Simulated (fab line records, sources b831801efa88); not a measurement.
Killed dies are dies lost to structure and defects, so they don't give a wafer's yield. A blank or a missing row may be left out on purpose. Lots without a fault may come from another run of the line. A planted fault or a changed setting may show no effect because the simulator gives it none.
Split-lot experiment | flow gf180mcu | 5 lots, 13 wafers read, on a route of 602 steps

THE SPLIT
At GF_MIM_COAT_14 (resist thk 1000 nm), the setting resist_thk_nm was moved away from the recipe's 1000 nm on 5 of the 13 wafers read, by -3.0% to +5.9%. The other wafers ran this setting at the recipe's value.

FROM THE SPLIT TO THE READING: what the file shows between them, 4 steps
- GF_MIM_SOFTBAKE_15: time 60 s
- GF_MIM_EXPOSE_16: exposes mask FuseTop, target cd 2000 nm
- GF_MIM_PEB_17
- GF_MIM_DEVELOP_18: develop time 60 s

THE READING
NOVOLAK_of_MIM_COAT_14.thk_nm (the simulator's own value, which no gauge read), in nm, at GF_MIM_METAL_ETCH_19 (etches the open film in Cl2/BCl3, stops on Si3N4, target depth 324.5 nm, time 54.1 s). The file gives no usual value for it. The 8 wafers here that ran the recipe average 869.6 nm, standard deviation 3.7 nm.

wafer  | tool, chamber at the split | resist_thk_nm as run, nm | against the recipe | NOVOLAK_of_MIM_COAT_14.thk_nm, nm | against lot-mates on the recipe
L074.1 | litho_track-03, 0          | 1000                     | recipe             | 873.5                             | -
L074.2 | litho_track-03, 0          | 970.1                    | -3.0%              | 843.1                             | -30.4
L074.5 | litho_track-03, 0          | 970.1                    | -3.0%              | 843.4                             | -30.1
L076.1 | litho_track-03, 0          | 1000                     | recipe             | 871.1                             | -
L076.3 | litho_track-03, 0          | 1000                     | recipe             | 874.5                             | -
L076.6 | litho_track-03, 0          | 1000                     | recipe             | 873.2                             | -
L080.2 | litho_track-02, 0          | 982.9                    | -1.7%              | 850.9                             | -14.9
L080.4 | litho_track-02, 0          | 1000                     | recipe             | 865.8                             | -
L082.3 | litho_track-02, 0          | 1000                     | recipe             | 864.8                             | -
L082.4 | litho_track-02, 0          | 1059                     | +5.9%              | 925.1                             | +59.8
L082.6 | litho_track-02, 0          | 1000                     | recipe             | 865.8                             | -
L083.1 | litho_track-04, 0          | 1023                     | +2.3%              | 889.3                             | +20.8
L083.5 | litho_track-04, 0          | 1000                     | recipe             | 868.5                             | -

THE FIT
A straight line over all 13 wafers: NOVOLAK_of_MIM_COAT_14.thk_nm changes by +9.23 nm for each +1% of resist_thk_nm; r = +0.99; the points scatter about the line by 3.3 nm.
The same after taking each lot's own level away (the mean of its wafers on the recipe; 13 wafers): +9.97 nm for each +1%; r = +1.00; scatter 1.2 nm.
On that fit, the largest move of resist_thk_nm shifts the reading by 59 nm.
The lots' own levels span 865.30 to 873.50 nm, that is 2.2 times the standard deviation above.
So the lot-to-lot level changes the slope little: the two slopes agree.
Check: with one of the wafers moved furthest among these (+5.9%) left out of the fit, the line predicts +57.1 nm for it against its lot-mates. It came out at +59.8 nm against them.

OTHER SPLITS ON THESE WAFERS
These wafers also went through other splits before the reading. Each is held against what the fit with the lots' levels taken away leaves over:
other split on the same wafers | wafers away from the commonest value | r with NOVOLAK_of_MIM_COAT_14.thk_nm (lot level and that fit taken away)
GF_V4_ETCH_16 ion_energy_ev    | 4                                    | +0.40
GF_V4_SPUTTER_22 time_s        | 4                                    | -0.05
GF_MIM_SPUTTER_09 power_w      | 0                                    | -

THE WHOLE CHAIN: every reading that the file lists as answering this split, in the file's order
step                 | what it does                                                                         | reading                                                                        | change (the file's fit)              | r (the file's)
GF_MIM_COAT_14       | resist thk 1000 nm                                                                   | NOVOLAK_of_MIM_COAT_14.thk_nm (the simulator's own value, which no gauge read) | +9.85 nm for each +1% of the setting | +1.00
GF_MIM_METAL_ETCH_19 | etches the open film in Cl2/BCl3, stops on Si3N4, target depth 324.5 nm, time 54.1 s | NOVOLAK_of_MIM_COAT_14.thk_nm (the simulator's own value, which no gauge read) | +9.98 nm for each +1% of the setting | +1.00
GF_MIM_STRIP_20      | strips in O2/N2                                                                      | strip_time_to_endpoint_s                                                       | withheld for each +1% of the setting | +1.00

THE FILE'S OWN FIT
NOVOLAK_of_MIM_COAT_14.thk_nm changes by +9.98 nm for each +1% of resist_thk_nm, r = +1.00.
